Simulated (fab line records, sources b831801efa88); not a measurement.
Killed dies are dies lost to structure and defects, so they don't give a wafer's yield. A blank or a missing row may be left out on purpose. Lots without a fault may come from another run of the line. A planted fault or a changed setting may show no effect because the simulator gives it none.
fab line records | flow sky130
record lots=4 wafers=12 last_day=49
route steps=708 shown VIA2@525 METAL3@532 CAPM@537 PAD_OPEN@708
lots that met no fault: from a run of the same line without faults
start_h: hours from the record's first day to the start of the lot's first wafer shown | wait_h: hours since the lot's step before | " the same as in the row above | L1.1+2: a row that stands for several wafers | - no value, or no start given | * or withheld: withheld | < > ~ a bound
route shown NAME@n: a module of which the file shows steps, and the number in the route of the first | usual: mean/standard deviation of fault-free wafers | same: alike in all rows | chamber/n: place in a boat | sites: the reading at each site | _std_site: their standard deviation | _edge_site: outer sites' mean less inner sites' | radius_mm: how far each site lies from the wafer's centre | mask NAME#n: copy n | behind: the tool/chamber that last shaped the wafer | hold: why the lot was held/for how many hours/how that ended | device: the transistor (n, p or np) that didn't switch | end of line: the same wafers' tests at the end of the route | a step without rows: its recipe alone | killed: dies lost to structure and defects at the first sort, not the wafer's yield | map: a wafer's dies, x killed, . not, _ none there
set.NAME: the setting as run; set.NAME@STEP: as run at that earlier step | model.NAME: the simulator's own value behind a step, which no gauge read
lots at some steps of the route; a table a step, a row a wafer
services: from which hour (start_h, from the record's first day; less than 0 if before it) a tool's chamber was out of use, for how many hours, and why
## steps
# step SKY_VIA2_CLEAN_18
# recipe chemistry=IPA time_s=180 temp_c=25
# step SKY_VIA2_CLEAN_19
# recipe chemistry=O3/DIW dry=n2_spin
# step SKY_VIA2_SPUTTER_20
# recipe material=TiN target_thk_nm=20 chamber_pressure_pa=5 power_w=4000 time_s=80
# step SKY_VIA2_CVD_21
# recipe material=W target_thk_nm=420 time_s=126.4 temp_c=400 pressure_torr=40
# step SKY_VIA2_CMP_24
# recipe stop_on=SiO2 t_overpolish_s=20 down_force_psi=3.5 platen_rpm=60 target_thk_nm=0 pad_velocity_m_s=0.94248
# step SKY_METAL3_SPUTTER_00
# recipe material=Ti target_thk_nm=15 power_w=3000 time_s=10 chamber_pressure_pa=0.4
# step SKY_METAL3_SPUTTER_01
# recipe material=TiN target_thk_nm=20 power_w=6500 time_s=16.7 chamber_pressure_pa=0.4
# step SKY_METAL3_SPUTTER_02
# recipe material=AlCu target_thk_nm=735 power_w=10600 time_s=39.1 chamber_pressure_pa=0.4
# step SKY_METAL3_SPUTTER_03
# recipe material=Ti target_thk_nm=5 power_w=3000 time_s=3.3 chamber_pressure_pa=0.4
# step SKY_METAL3_SPUTTER_04
# recipe material=TiN target_thk_nm=70 power_w=6500 time_s=58.3 chamber_pressure_pa=0.4
# step SKY_CAPM_CVD_00
# recipe material=SiO2 target_thk_nm=15.5 temp_c=400 time_s=withheld rf_w=450
# usual heater_power_w=686/110 rf_fwd_power_W=441.3/2.3
# columns lot.wafer tool chamber start_h wait_h heater_power_w rf_fwd_power_W model.SiO2_of_CAPM_CVD_00.thk_nm
L318.1 pecvd-02 0 839.41 0.0 889 440.6 15.58
L318.2 " 1 " " 792 440.1 15.24
L318.6 " 2 " " 833 443.8 15.55
L328.1 pecvd-02 0 913.97 0.0 905 - 9.23
L328.4 " 2 " " 818 445.2 15.11
L328.6 " 0 " " 900 - 9.242
L331.1 pecvd-02 0 928.99 0.0 937 - 9.311
L331.2 " 1 " " 705 440.0 15.45
L331.6 " 0 " " 941 - 9.271
L338.1 pecvd-01 2 988.84 0.0 583 439.5 15.08
L338.3 " 1 " " 524 444.1 15.37
L338.5 " 2 " " 590 439.2 15.31
# step SKY_CAPM_THK_MEAS_01
# recipe reads=SiO2_of_CAPM_CVD_00
# usual CAPM_CVD_00_THK=15.57/0.24
# columns lot.wafer tool chamber start_h wait_h CAPM_CVD_00_THK[nm]
L318.1 film_metro-04 - 839.43 - 15.58
L318.2 " - " " 15.27
L318.6 " - " " 15.60
L328.1 film_metro-04 - 913.99 - 9.21
L328.4 " - " " 15.11
L328.6 " - " " 9.23
L331.1 film_metro-01 - 929.02 - 9.33
L331.2 " - " " 15.46
L331.6 " - " " 9.29
L338.1 film_metro-04 - 988.86 - 15.08
L338.3 " - " " 15.37
L338.5 " - " " 15.25
# step SKY_CAPM_SPUTTER_02
# recipe material=TiN target_thk_nm=200 temp_c=300 power_w=6500 time_s=166.7 chamber_pressure_pa=0.4
# step SKY_CAPM_DEHYDRATE_05
# recipe temp_c=200 time_s=60
# step SKY_CAPM_HMDS_06
# recipe prime_time_s=60 prime_temp_c=120
# step SKY_CAPM_COAT_07
# recipe resist=NOVOLAK spin_rpm=3000 resist_thk_nm=1140
# step SKY_CAPM_SOFTBAKE_08
# recipe temp_c=90 time_s=60 resist=NOVOLAK
# step SKY_CAPM_EXPOSE_09
# recipe mask_id=CAPM na=0.6 source_shape=conventional sigma_outer=0.6 polarization=unpolarized target_cd_nm=1000 dose_mj=159
# step SKY_CAPM_PEB_10
# recipe temp_c=withheld time_s=* resist=NOVOLAK
# step SKY_CAPM_DEVELOP_11
# recipe resist=NOVOLAK developer=TMAH develop_time_s=60 dev_temp_c=23
# step SKY_CAPM_METAL_ETCH_13
# recipe target_depth_nm=220 stop_on=SiO2 chemistry=Cl2/BCl3 target=TiN pressure_mtorr=10 icp_w=900 bias_w=48.5 Cl2_flow_sccm=60 bcl3_flow_sccm=30 time_s=62.9
# step SKY_CAPM_STRIP_14
# recipe chemistry=O2/N2 power_w=1400 pressure_mtorr=1500 platen_temp_c=withheld o2_flow_sccm=3000 n2_flow_sccm=300 overash_fraction=0.5
# step SKY_CAPM_STRIP_15
# recipe chemistry=post_etch_residue_remover time_s=1200 temp_c=72.5
# step SKY_CAPM_CLEAN_16
# recipe chemistry=IPA time_s=180 temp_c=25
# step SKY_CAPM_CLEAN_17
# recipe chemistry=O3/DIW dry=n2_spin
# step SKY_METAL3_DEHYDRATE_05
# recipe temp_c=200 time_s=60
# step SKY_METAL3_HMDS_06
# recipe prime_time_s=60 prime_temp_c=120
# step SKY_METAL3_COAT_07
# recipe resist=BARC temp_c=withheld time_s=withheld spin_rpm=3000 resist_thk_nm=60
# step SKY_METAL3_COAT_08
# recipe resist=KrF-thick spin_rpm=3000 resist_thk_nm=1140
# step SKY_METAL3_SOFTBAKE_09
# recipe temp_c=100 time_s=90 resist=KrF-thick
# step SKY_METAL3_EXPOSE_10
# recipe mask_id=MM3 na=0.68 source_shape=annular sigma_inner=0.4 sigma_outer=0.8 target_cd_nm=300 dose_mj=28
# step SKY_METAL3_PEB_11
# recipe peb_temp_c=withheld peb_time_s=withheld resist=KrF-thick
# step SKY_METAL3_DEVELOP_12
# recipe develop_time_s=60 resist=KrF-thick dev_temp_c=21
# step SKY_METAL3_DESCUM_15
# recipe chemistry=O2 source_power_w=150 bias_power_w=0 pressure_mtorr=10 temp_c=40 time_s=8
# step SKY_METAL3_ETCH_16
# recipe chemistry=N2/H2 target=BARC ion_energy_ev=200 bias_w=100 pressure_mtorr=30 n2_flow_sccm=100 h2_flow_sccm=200 icp_w=500 stop_on=SiO2 time_s=88.2 target_depth_a=600
# step SKY_METAL3_ETCH_17
# recipe target=SiO2 stop_on=TiN chemistry=C4F8/O2/Ar source_w=1500 bias_w=1200 pressure_mtorr=40 c4f8_flow_sccm=withheld O2_flow_sccm=6 Ar_flow_sccm=300 time_s=3.9 target_depth_a=150
# usual oes_product_au=0.756/0.0075 rf_fwd_power_W=1468/7.8
# columns lot.wafer tool chamber start_h wait_h oes_product_au rf_fwd_power_W rf_hours_counter_h model.etch.depth_nm
L318.1 rie_diel-02 2 892.97 0.2 0.752 1474 5 15.58
L318.2 " 1 " " 0.749 1461 4 15.24
L318.6 " 3 " " 0.756 1467 - 15.55
L328.1 rie_diel-03 3 967.41 0.1 0.608 1458 19 9.23
L328.4 " 1 " " 0.744 1465 24 15.11
L328.6 " 3 " " 0.599 1461 - 9.242
L331.1 rie_diel-02 1 981.89 0.2 0.600 1463 7 9.311
L331.2 " 3 " " 0.757 1455 16 15.45
L331.6 " 1 " " 0.601 1467 - 9.271
L338.1 rie_diel-03 1 1034.99 0.1 0.748 1467 27 15.08
L338.3 " 0 " " 0.750 1464 29 15.37
L338.5 " 3 " " 0.742 1470 - 15.31
# step SKY_PAD_OPEN_PROBE_99
# usual defect_limited_yield=82.5/1.9 killed_at_M0_to_M3=42/7.4 killed_at_M4_up=3.4/1.8 killed_at_contacts=25/5.4 killed_at_front_end=15/4.4 killed_at_other=0.2/0.52 killed_dies=86/9.3 killed_on_rim=17/3.9 killed_open=47/7.6 killed_short=39/6.5
# same gross_dies=492 killed_at_back_side=0
# columns lot.wafer tool chamber start_h wait_h defect_limited_yield[%] killed_at_M0_to_M3 killed_at_M4_up killed_at_contacts killed_at_front_end killed_at_other killed_dies killed_on_rim killed_open killed_short model.etest.tester.sort_n_pass model.etest.tester.sort_bin_5_pct model.etest.tester.sort_yield_pct model.etest.cap_mim.bv_v model.etest.cap_mim.leak_log10_a_cm2 model.etest.cap_mim.c_ff_um2 model.etest.tester.sort_bin_4_pct model.etest.tester.sort_bin_8_pct
L318.1 prober-02 - 1071.98 0.1 82.5 40 4 25 14 3 86 17 50 36 406 11.38 82.52 14.08 -9.06 2.322 0 0
L318.2 prober-02 - 1072.03 0.1 83.7 44 5 23 8 0 80 14 46 34 412 10.98 83.74 13.29 -8.957 2.364 0 0
L318.6 prober-02 - 1072.23 0.2 82.3 47 5 20 15 0 87 23 53 34 405 10.98 82.32 13.82 -9.014 2.321 0 0
L328.1 prober-02 - 1128.65 0.1 84.8 34 2 27 12 0 75 15 40 35 0 95.33 0 8.295 -6.248 3.924 7.726e-09 1.829e-23
L328.4 prober-02 - 1128.80 0.2 79.3 50 3 30 19 0 102 20 54 48 390 12.4 79.27 13.41 -8.801 2.412 0 0
L328.6 prober-02 - 1128.90 0.2 82.9 33 4 24 23 0 84 17 47 37 0 92.28 0 8.281 -6.444 3.921 9.683e-09 1.922e-25
L331.1 prober-01 - 1140.40 0.1 78.7 58 5 19 23 0 105 24 53 52 0 90.45 0 8.156 -6.383 3.896 8.338e-08 5.697e-23
L331.2 prober-01 - 1140.45 0.1 79.5 53 3 26 18 1 101 17 57 44 391 13.21 79.47 13.24 -8.886 2.349 0 0
L331.6 prober-01 - 1140.65 0.2 84.6 48 3 15 10 0 76 13 46 30 0 94.11 0 8 -6.423 3.913 1.164e-06 9.197e-25
L338.1 prober-02 - 1180.24 0.1 84.6 34 3 22 17 0 76 17 52 24 416 7.317 84.55 13.74 -8.884 2.402 0 0
L338.3 prober-02 - 1180.34 0.2 82.3 51 3 20 13 0 87 22 36 51 405 8.74 82.32 13.65 -8.962 2.378 0 0
L338.5 prober-02 - 1180.44 0.2 82.7 49 3 24 9 0 85 17 52 33 407 11.18 82.72 14.28 -9.027 2.358 0 0
# killed by level:class
L318.1 VIA1:geometric_particle:open=10 METAL2:geometric_particle:short=10 LI_CONTACT:geometric_particle:open=9 CONTACT:geometric_particle:open=9 FIELD_ISO:geometric_particle:open=6 METAL1:geometric_particle:short=6 VIA3:geometric_particle:open=5 CONTACT:geometric_particle:short=4
L318.2 METAL1:geometric_particle:short=10 VIA3:geometric_particle:open=8 VIA1:geometric_particle:open=7 LI_CONTACT:geometric_particle:open=6 CONTACT:geometric_particle:open=6 LOCAL_INTERCONNECT:geometric_particle:short=5 VIA2:geometric_particle:open=5 POLY_GATE:geometric_particle:open=4
L318.6 CONTACT:geometric_particle:open=10 VIA1:geometric_particle:open=10 METAL2:geometric_particle:short=7 VIA2:geometric_particle:open=7 VIA3:geometric_particle:open=7 FIELD_ISO:geometric_particle:short=4 LI_CONTACT:geometric_particle:open=4 CONTACT:geometric_particle:short=4
L328.1 CONTACT:geometric_particle:open=11 VIA1:geometric_particle:open=11 FIELD_ISO:geometric_particle:short=6 LI_CONTACT:geometric_particle:open=6 METAL2:geometric_particle:short=6 CONTACT:geometric_particle:short=5 VIA1:geometric_particle:short=4 LOCAL_INTERCONNECT:geometric_particle:short=4
L328.4 CONTACT:geometric_particle:open=11 LI_CONTACT:geometric_particle:open=10 FIELD_ISO:geometric_particle:open=8 FIELD_ISO:geometric_particle:short=7 METAL1:geometric_particle:short=7 VIA2:geometric_particle:open=7 VIA3:geometric_particle:open=7 CONTACT:geometric_particle:short=6
L328.6 VIA1:geometric_particle:open=10 FIELD_ISO:geometric_particle:open=6 CONTACT:geometric_particle:short=6 CONTACT:geometric_particle:open=6 FIELD_ISO:geometric_particle:short=4 POLY_GATE:geometric_particle:short=4 POLY_GATE:geometric_particle:open=4 LI_CONTACT:geometric_particle:open=4
L331.1 VIA1:geometric_particle:open=12 VIA1:geometric_particle:short=10 VIA2:geometric_particle:open=7 FIELD_ISO:geometric_particle:short=6 POLY_GATE:geometric_particle:open=6 LI_CONTACT:geometric_particle:open=6 VIA2:geometric_particle:short=6 FIELD_ISO:geometric_particle:open=5
L331.2 VIA2:geometric_particle:open=16 VIA1:geometric_particle:open=10 CONTACT:geometric_particle:open=8 LI_CONTACT:geometric_particle:open=7 METAL2:geometric_particle:short=7 LOCAL_INTERCONNECT:geometric_particle:short=6 FIELD_ISO:geometric_particle:short=4 POLY_GATE:geometric_particle:short=4
L331.6 METAL2:geometric_particle:short=9 CONTACT:geometric_particle:open=8 VIA1:geometric_particle:open=7 VIA2:geometric_particle:open=7 LI_CONTACT:geometric_particle:open=6 VIA3:geometric_particle:open=6 METAL1:geometric_particle:short=5 VIA2:geometric_particle:short=5
L338.1 CONTACT:geometric_particle:open=11 VIA1:geometric_particle:open=9 FIELD_ISO:geometric_particle:open=7 VIA3:geometric_particle:open=6 LI_CONTACT:geometric_particle:open=5 VIA1:geometric_particle:short=5 POLY_GATE:geometric_particle:open=3 CONTACT:geometric_particle:short=3
L338.3 VIA1:geometric_particle:open=12 METAL2:geometric_particle:short=7 FIELD_ISO:geometric_particle:short=6 CONTACT:geometric_particle:open=6 VIA1:geometric_particle:short=6 METAL1:geometric_particle:short=6 VIA3:geometric_particle:open=6 VIA2:geometric_particle:open=5
L338.5 CONTACT:geometric_particle:open=11 VIA3:geometric_particle:open=11 VIA2:geometric_particle:open=8 VIA1:geometric_particle:open=7 METAL1:geometric_particle:short=6 CONTACT:geometric_particle:short=5 FIELD_ISO:geometric_particle:open=4 METAL2:geometric_particle:short=4
## services
# columns tool chamber start_h hours kind
pecvd-01 1 817.33 2.1 scheduled_down
pecvd-01 1 819.46 - clean
pecvd-01 1 819.46 - consumable_replace:showerhead
pecvd-01 1 819.46 29.0 scheduled_down
pecvd-01 1 819.46 29.0 vent_cycle
rie_diel-03 0 839.57 15.2 repair
pecvd-02 2 867.62 3.4 repair
rie_diel-03 0 875.14 11.4 repair
rie_diel-02 1 893.04 2.9 repair
pecvd-02 1 895.57 5.5 scheduled_down
pecvd-02 - 898.73 0.8 repair
pecvd-02 2 922.94 14.0 repair
pecvd-02 - 933.26 7.8 repair
rie_diel-02 3 939.96 7.9 repair
rie_diel-02 - 952.82 0.4 repair
pecvd-02 - 978.48 2.8 repair
pecvd-01 0 980.29 5.5 scheduled_down
rie_diel-02 - 998.90 0.4 repair
rie_diel-02 3 1005.23 8.1 repair
rie_diel-02 0 1007.88 15.0 repair
pecvd-01 - 1018.94 2.0 repair
pecvd-01 0 1019.50 2.1 scheduled_down
rie_diel-02 - 1025.26 15.6 pm
## key
first_sign step=SKY_CAPM_THK_MEAS_01 reading=CAPM_CVD_00_THK direction=down sigmas=26 usual=15.57 struck=9.27
effect step=SKY_METAL3_ETCH_17 reading=oes_product_au direction=down sigmas=20 usual=0.756 struck=0.602
model_effect step=SKY_CAPM_CVD_00 value=SiO2_of_CAPM_CVD_00.thk_nm without=15.74 struck=9.263
model_effect step=SKY_METAL3_ETCH_17 value=etch.depth_nm without=15.74 struck=9.263
model_effect step=SKY_PAD_OPEN_PROBE_99 value=etest.tester.sort_n_pass without=407 struck=0
met_at SKY_CAPM_CVD_00
struck_wafers L328.1,L328.6,L331.1,L331.6
onset_between 839.41 913.97
fault kind=process_parameter_drift tool=pecvd-02 chamber=0 onset_h=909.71 steps=SKY_CAPM_CVD_00 channel=time_s offset=withheld shape=step end_h=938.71 acts_in=*
